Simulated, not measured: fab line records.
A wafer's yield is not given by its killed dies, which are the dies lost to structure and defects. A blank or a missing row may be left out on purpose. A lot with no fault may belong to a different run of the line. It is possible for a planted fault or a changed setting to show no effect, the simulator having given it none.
What tool caused it?	flow gf180mcu	36 wafers from 12 lots sampled at 6 of the route's 602 steps

== WHAT EACH GAUGE READ, for each wafer ==
GF_NWELL_TW_MEAS_11.
lot	measured	on	NWELL_TW
L202	day 3 11:47	film metro-04	1587 1587 1579
L204	day 4 09:13	film metro-03	1580 1576 1582
L205	day 4 08:37	film metro-04	1577 1573 1573
L206	day 4 17:17	film metro-01	1535 1530 1538
L207	day 5 03:29	film metro-04	1572 1564 1576
L208	day 5 09:25	film metro-03	1581 1573 1582
L209	day 5 09:04	film metro-04	1560 1567 1570
L210	day 5 18:43	film metro-01	1547 1540 1540
L213	day 6 04:04	film metro-01	1541 1542 1536
L214	day 6 08:53	film metro-01	1541 1544 1548
L221	day 7 21:31	film metro-04	1704 1710 1703
L222	day 8 02:27	film metro-03	1717 1725 1715

GF_VT_IMPLANT_RS_MEAS_47: measures by four-point-probe.
lot	measured	on	NWELL_RS (ohm/sq)
L202	day 7 16:23	film metro-01	488.8 488.2 488.6
L204	day 8 19:43	film metro-03	487.3 485.8 487.0
L205	day 8 18:31	film metro-03	485.2 485.0 485.4
L206	day 9 05:36	film metro-03	485.5 487.8 486.8
L207	day 9 19:38	film metro-04	487.6 486.6 487.0
L208	day 10 01:52	film metro-04	488.3 488.9 489.1
L209	day 10 00:48	film metro-01	487.6 486.8 485.8
L210	day 10 14:02	film metro-01	489.3 490.0 488.5
L213	day 11 02:32	film metro-03	486.9 486.7 488.0
L214	day 11 05:59	film metro-01	490.7 490.1 488.4
L221	day 13 02:32	film metro-03	622.4 620.4 620.9
L222	day 13 11:25	film metro-04	620.3 621.1 619.8

GF_HV_LDD_TW_MEAS_11.
lot	measured	on	HV_LDD_TW
L202	day 10 02:35	film metro-01	2364 2369 2351
L204	day 11 07:50	film metro-03	2418 2423 2431
L205	day 11 07:34	film metro-04	2412 2404 2402
L206	day 11 23:31	film metro-01	2362 2360 2368
L207	day 12 09:58	film metro-01	2367 2356 2360
L208	day 12 20:19	film metro-04	2416 2432 2409
L209	day 12 19:20	film metro-04	2426 2426 2417
L210	day 13 07:35	film metro-01	2350 2359 2355
L213	day 13 22:34	film metro-03	2424 2434 2422
L214	day 14 00:11	film metro-03	2460 2447 2454
L221	day 16 01:01	film metro-03	2420 2413 2428
L222	day 16 10:31	film metro-04	2404 2422 2408

== WHICH TOOL RAN EACH LOT (tool, then ch and the chambers of the sampled wafers, then the start) ==
lot	GF_STI_STRIP_15	GF_NWELL_IMPLANT_08	GF_HV_LDD_STRIP_10
L202	plasma asher-03 ch 0,1, day 2 06:25	implanter-03 ch 0, day 3 11:25	plasma asher-03 ch 0,1, day 10 02:30
L204	plasma asher-02 ch 0,1, day 2 17:41	implanter-02 ch 0, day 4 08:52	plasma asher-03 ch 0,1, day 11 07:44
L205	plasma asher-03 ch 0,1, day 2 22:21	implanter-01 ch 0, day 4 08:13	plasma asher-01 ch 0,1, day 11 07:28
L206	plasma asher-03 ch 0,1, day 3 03:02	implanter-03 ch 0, day 4 16:54	plasma asher-01 ch 0,1, day 11 23:25
L207	plasma asher-04 ch 0,1, day 3 11:35	implanter-02 ch 0, day 5 03:05	plasma asher-03 ch 0,1, day 12 09:52
L208	plasma asher-03 ch 0,1, day 3 18:41	implanter-03 ch 0, day 5 09:01	plasma asher-04 ch 0,1, day 12 20:13
L209	plasma asher-04 ch 0,1, day 3 18:53	implanter-02 ch 0, day 5 08:41	plasma asher-03 ch 0,1, day 12 19:13
L210	plasma asher-04 ch 0,1, day 4 03:37	implanter-03 ch 0, day 5 18:18	plasma asher-03 ch 0,1, day 13 07:29
L213	plasma asher-03 ch 0,1, day 4 16:47	implanter-02 ch 0, day 6 03:40	plasma asher-03 ch 0, day 13 22:28
L214	plasma asher-02 ch 0,1, day 4 21:55	implanter-02 ch 0, day 6 08:31	plasma asher-04 ch 0,1, day 14 00:05
L221	plasma asher-04 ch 1, day 6 09:02	implanter-03 ch 0, day 7 21:07	plasma asher-01 ch 0,1, day 16 00:54
L222	plasma asher-03 ch 0, day 6 14:14	implanter-03 ch 0, day 8 02:03	plasma asher-01 ch 0,1, day 16 10:25
- GF_STI_STRIP_15: strips in O2/N2.
- GF_NWELL_IMPLANT_08
- GF_HV_LDD_STRIP_10: strips in O2/N2.

== WHAT THE TOOLS THEMSELVES READ (means of the sampled wafers that have a number; where no wafer has one, the mark that the record gives instead) ==
GF_STI_STRIP_15.
lot	tool	drypump motor current A (A)	heater power w (W)	oes product au (a.u.)	strip time to endpoint s (s)
L202	plasma asher-03	5.9	335	0.382	3.69
L204	plasma asher-02	5.9	357	0.386	3.74
L205	plasma asher-03	5.8	331	0.385	3.70
L206	plasma asher-03	5.9	330	0.387	3.76
L207	plasma asher-04	5.2	305	0.377	3.69
L208	plasma asher-03	5.9	342	0.381	3.70
L209	plasma asher-04	5.2	306	0.385	3.75
L210	plasma asher-04	5.2	307	0.386	3.73
L213	plasma asher-03	5.9	332	0.382	3.69
L214	plasma asher-02	6.3	375	0.382	3.77
L221	plasma asher-04	5.2	304	0.385	3.71
L222	plasma asher-03	5.9	347	0.384	3.71

GF_NWELL_IMPLANT_08.
lot	tool	end station pressure torr (Torr)	tilt deg (degrees)
L202	implanter-03	5.05e-06	-0.009
L204	implanter-02	5.11e-06	0.026
L205	implanter-01	4.97e-06	0.043
L206	implanter-03	4.85e-06	-0.002
L207	implanter-02	4.70e-06	-0.005
L208	implanter-03	4.97e-06	-0.021
L209	implanter-02	4.88e-06	-0.010
L210	implanter-03	4.93e-06	0.040
L213	implanter-02	5.17e-06	-0.023
L214	implanter-02	4.92e-06	0.007
L221	implanter-03	5.23e-06	2.649
L222	implanter-03	5.31e-06	2.672

GF_HV_LDD_STRIP_10.
lot	tool	drypump motor current A (A)	heater power w (W)	oes product au (a.u.)	strip time to endpoint s (s)
L202	plasma asher-03	5.9	342	0.717	12.60
L204	plasma asher-03	5.8	326	0.715	12.61
L205	plasma asher-01	5.8	316	0.717	12.60
L206	plasma asher-01	5.8	321	0.715	12.67
L207	plasma asher-03	5.8	324	0.717	12.68
L208	plasma asher-04	5.2	304	0.717	12.65
L209	plasma asher-03	5.9	333	0.716	12.59
L210	plasma asher-03	5.9	344	0.713	12.67
L213	plasma asher-03	5.9	353	0.715	12.61
L214	plasma asher-04	5.2	308	0.718	12.62
L221	plasma asher-01	5.9	334	0.715	12.60
L222	plasma asher-01	5.9	340	0.717	12.69

== THE ANSWER, worked out from the rows above alone ==
Rule: usual is defined by the lots themselves. Put in order of their means at a reading, lots are off if they are a third of the lots or fewer, leave a main group of 4 or more, and stand apart from it by a gap of 3 or more times the standard deviation of the main group's means; of several such gaps the widest counts. A main group whose means are all the same, to the digits that the tables above print for the reading, isn't used. A lot without any number at a reading at which 4 lots or more have one is off too. Any other lot the step has rows for is counted as sound. First the gauges in route order, then the tools' own readings, where a lot's mean is used as printed above. At the first step where some lot is off, the reading lying furthest off is the one used; lots without a number count as furthest.
Off: at GF_NWELL_TW_MEAS_11 (NWELL_TW), L221, L222. Main group: mean 1561, sd 18.
If a tool, at a process step before that reading, ran all the lots that are off and no sound lot after the first of them, it fits. The gauges at GF_NWELL_TW_MEAS_11 aren't tried: what is off there is off at GF_NWELL_IMPLANT_08 too, on other tools, and a gauge's error can't cause that. One candidate fits, namely implanter-03 at GF_NWELL_IMPLANT_08. A fault onset in the window from L210 (day 5 18:18, its last sound lot) to L221 (day 7 21:07, its first lot off) fits.
The tool's own readings at GF_NWELL_IMPLANT_08 bear it out: on the lots that are off they differ by more than 5 times the standard deviation of the sound lots' means. tilt deg reads 2.660 degrees there against 0.005 degrees on the sound lots.

== WHAT THE SIMULATOR HAD INSERTED ==
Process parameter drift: implanter-03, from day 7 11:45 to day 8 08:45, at GF_NWELL_IMPLANT_08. Setting tilt deg shifted by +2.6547 from 0. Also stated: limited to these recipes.
Struck lots among those shown: L221, L222. Same finding as the rule above.
